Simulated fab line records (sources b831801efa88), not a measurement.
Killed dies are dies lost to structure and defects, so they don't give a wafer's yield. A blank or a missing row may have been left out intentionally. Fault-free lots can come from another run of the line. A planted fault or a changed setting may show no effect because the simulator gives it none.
Struck lot and sound lot, side by side | flow sky130 | 39 out of 708 route steps
Sound: these wafers, L863.4, L863.5, L863.6. Wafers L869.2, L869.3, L869.4 were the ones struck. Last of all comes the cause.
Each step with rows lists, per side, the tool, then ch with its chambers, then its first start. Under that, the readings that differ: sound wafers | struck wafers | difference of the means | sigmas: that difference in standard deviations of wafers without a fault.
alike: same words and numbers on both sides, and readings whose means sit less than 2 such deviations apart. not compared: any withheld reading, any reading some wafer has no value for, any bound like >300 that may hide the same value, and any number with overlapping values for which the record gives no deviation.
The two part at a step that has a row with sigmas, a row that says differs or no value, or rows on one side only. Numbers that don't overlap but have no deviation are shown without sigmas and don't part them. A reading that every wafer of one side lacks parts them only if that side has two wafers or more.

first, 10 steps without rows for these wafers: SKY_METAL5_SPUTTER_03 (material Ti, target thk 5 nm, time 3.3 s); SKY_METAL5_SPUTTER_04 (material TiN, target thk 70 nm, time 58.3 s); SKY_METAL5_DEHYDRATE_07 (time 60 s); SKY_METAL5_HMDS_08 (prime time 60 s); SKY_METAL5_COAT_09 (resist thk 1800 nm); SKY_METAL5_SOFTBAKE_10 (time 60 s); SKY_METAL5_EXPOSE_11 (exposes mask MM5, target cd 1600 nm); SKY_METAL5_PEB_12; SKY_METAL5_DEVELOP_13 (develop time 60 s); SKY_METAL5_DESCUM_14 (chemistry O2, time 11 s).
SKY_METAL5_METAL_ETCH_15: etches the open film in Cl2/BCl3, stops on SiO2, target depth 1260 nm, time 252 s.
  sound on rie metal-04 ch 1, day 46 11:39; struck on rie metal-04 ch 0,1, day 47 15:04
  alike: drypump motor current A, he backside leak sccm, oes product au, throttle valve pct
  not compared: rf hours counter h
then, 27 steps without rows for these wafers: SKY_METAL5_STRIP_16 (strips in O2/N2); SKY_METAL5_STRIP_17 (strips in post etch residue remover, time 1200 s); SKY_METAL5_CLEAN_18 (cleans in IPA, time 180 s); SKY_METAL5_CLEAN_19 (cleans in O3/DIW); SKY_PASSIVATION_CVD_00 (deposits SiO2, target thk 90 nm); SKY_PASSIVATION_CVD_02 (deposits Si3N4, target thk 540 nm); SKY_PASSIVATION_DEHYDRATE_04 (time 60 s); SKY_PASSIVATION_HMDS_05 (prime time 60 s); SKY_PASSIVATION_COAT_06 (resist thk 3000 nm); SKY_PASSIVATION_SOFTBAKE_07; SKY_PASSIVATION_EXPOSE_08 (exposes mask NSM, target cd 3000 nm); SKY_PASSIVATION_PEB_09; SKY_PASSIVATION_DEVELOP_10 (develop time 60 s); SKY_PASSIVATION_ETCH_11 (etches the open film in CF4/O2, stops on AlCu, target depth 725 nm, time 163.9 s); SKY_PASSIVATION_STRIP_12 (strips in O2/N2); SKY_PAD_OPEN_DEHYDRATE_00 (time 60 s); SKY_PAD_OPEN_HMDS_01 (prime time 60 s); SKY_PAD_OPEN_COAT_02 (resist thk 3000 nm); SKY_PAD_OPEN_SOFTBAKE_03; SKY_PAD_OPEN_EXPOSE_04 (exposes mask PDM, target cd 60000 nm); SKY_PAD_OPEN_PEB_05; SKY_PAD_OPEN_DEVELOP_06 (develop time 60 s); SKY_PAD_OPEN_ETCH_07 (etches the open film in CF4/O2, stops on AlCu, target depth 725 nm, time 161.1 s); SKY_PAD_OPEN_STRIP_08 (strips in O2/N2); SKY_PAD_OPEN_STRIP_09 (strips in post etch residue remover, time 1200 s); SKY_PAD_OPEN_CLEAN_10 (cleans in IPA, time 180 s); SKY_PAD_OPEN_CLEAN_11 (cleans in O3/DIW).
SKY_PAD_OPEN_PROBE_99:
  struck on prober-02, day 49 07:17; sound on prober-02, day 48 07:01
  reading                               | sound             | struck            | difference | sigmas
  defect limited yield (%)              | 82.7 80.5 80.9    | 76.2 74.6 67.7    | -8.5       | -5
  killed_at_M4_up                       | 3 5 6             | 33 42 53          | +38        | +24
  killed dies                           | 85 96 94          | 117 125 159       | +42        | +5
  sort_bin_3_pad_short (%)              | 1.6 0.8 1.2       | 2.2 3.3 2.6       | +1.5       | +3
  sort_bin_5_function (%)               | 10.6 14.2 12.6    | 13.2 15.2 21.3    | +4.1       | +3
  sort_bin_6_memory (%)                 | 5.1 4.5 5.3       | 8.3 6.9 8.3       | +2.9       | +3
  sort n pass                           | 407 396 398       | 375 367 333       | -42        | -5
  sort yield pct (%)                    | 82.7 80.5 80.9    | 76.2 74.6 67.7    | -8.5       | -5
  model.etest.tester.sort n pass        | 407 396 398       | 375 367 333       | -42        |
  model.etest.tester.sort yield pct (%) | 82.72 80.49 80.89 | 76.22 74.59 67.68 | -8.54      |
  model.etest.tester.sort_bin_3_pct (%) | 1.626 0.813 1.22  | 2.236 3.252 2.642 | +1.490     |
  alike: killed_at_M0_to_M3, killed at contacts, killed at front end, killed at other, killed open, killed short
  not compared: model.etest.tester.sort_bin_5_pct

## WHERE THEY PART
At SKY_PAD_OPEN_PROBE_99 and nowhere else, as far as this record goes.

WHY: what the simulator had put in
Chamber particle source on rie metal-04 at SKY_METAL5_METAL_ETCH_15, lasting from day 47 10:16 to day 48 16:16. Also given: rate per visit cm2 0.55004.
